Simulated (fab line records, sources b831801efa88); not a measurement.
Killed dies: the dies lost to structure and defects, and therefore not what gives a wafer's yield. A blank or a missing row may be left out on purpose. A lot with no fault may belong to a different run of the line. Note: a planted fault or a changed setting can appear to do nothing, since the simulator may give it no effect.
The tool behind it: which one? | flow gf180mcu | Sampling: 6 lots, 18 wafers, 3 of 602 route steps

== WHAT THE GAUGES SHOWED, per wafer ==
GF_PSD_OVL_MEAS_08.
lot  | measured     | on         | PSD_OVL (nm)
L923 | day 15 04:38 | overlay-01 | 2.4 0.8 1.7
L925 | day 15 18:03 | overlay-01 | 2.6 4.4 3.0
L931 | day 17 15:42 | overlay-02 | -0.7 -1.1 0.0
L938 | day 20 07:58 | overlay-01 | -0.8 -1.8 -0.9
L941 | day 21 03:42 | overlay-02 | 1.0 1.3 1.2
L943 | day 21 19:12 | overlay-01 | 0.4 1.6 2.1

== EACH LOT AND THE TOOL THAT RAN IT (in order: tool; ch and the chambers of the sampled wafers; start) ==
lot  | GF_VT_IMPLANT_WET_ETCH_50       | GF_HV_LDD_ETCHBACK_58
L923 | wet bench-03 ch 2, day 8 08:05  | rie diel-03 ch 0,1,2, day 13 10:54
L925 | wet bench-03 ch 2, day 8 20:24  | rie diel-01 ch 1,2,3, day 13 23:07
L931 | wet bench-02 ch 2, day 10 07:22 | rie diel-03 ch 1,2,3, day 15 18:24
L938 | wet bench-01 ch 0, day 12 08:52 | rie diel-01 ch 1,3, day 18 07:04
L941 | wet bench-01 ch 1, day 13 03:19 | rie diel-03 ch 1,3, day 19 02:32
L943 | wet bench-03 ch 2, day 13 16:54 | rie diel-04 ch 0,2, day 19 19:38
- GF_VT_IMPLANT_WET_ETCH_50: etches SiO2 in dHF, target depth 20 nm, time 400 s.
- GF_HV_LDD_ETCHBACK_58: etches Si3N4 in CH3F/O2, stops on SiO2, time 100 s, target depth 90 nm.

== THE ANSWER, worked out from the rows above alone ==
Rule: the usual values come from the lots themselves. The widest of any qualifying gaps counts: lots, ordered by their means at a reading, are off when they make up no more than a third of the lots, leave a main group of 4 or more, and stand apart from it by 3 or more times the standard deviation of that group's means. Not used: any main group whose means are identical at the precision the tables above print for the reading. A lot without any number at a reading at which 4 lots or more have one is off too. Where the step has rows for the other lots, those lots are counted as sound.
None of the lots is off at any reading shown; this tells nothing.

== WHAT WAS PUT IN BY THE SIMULATOR ==
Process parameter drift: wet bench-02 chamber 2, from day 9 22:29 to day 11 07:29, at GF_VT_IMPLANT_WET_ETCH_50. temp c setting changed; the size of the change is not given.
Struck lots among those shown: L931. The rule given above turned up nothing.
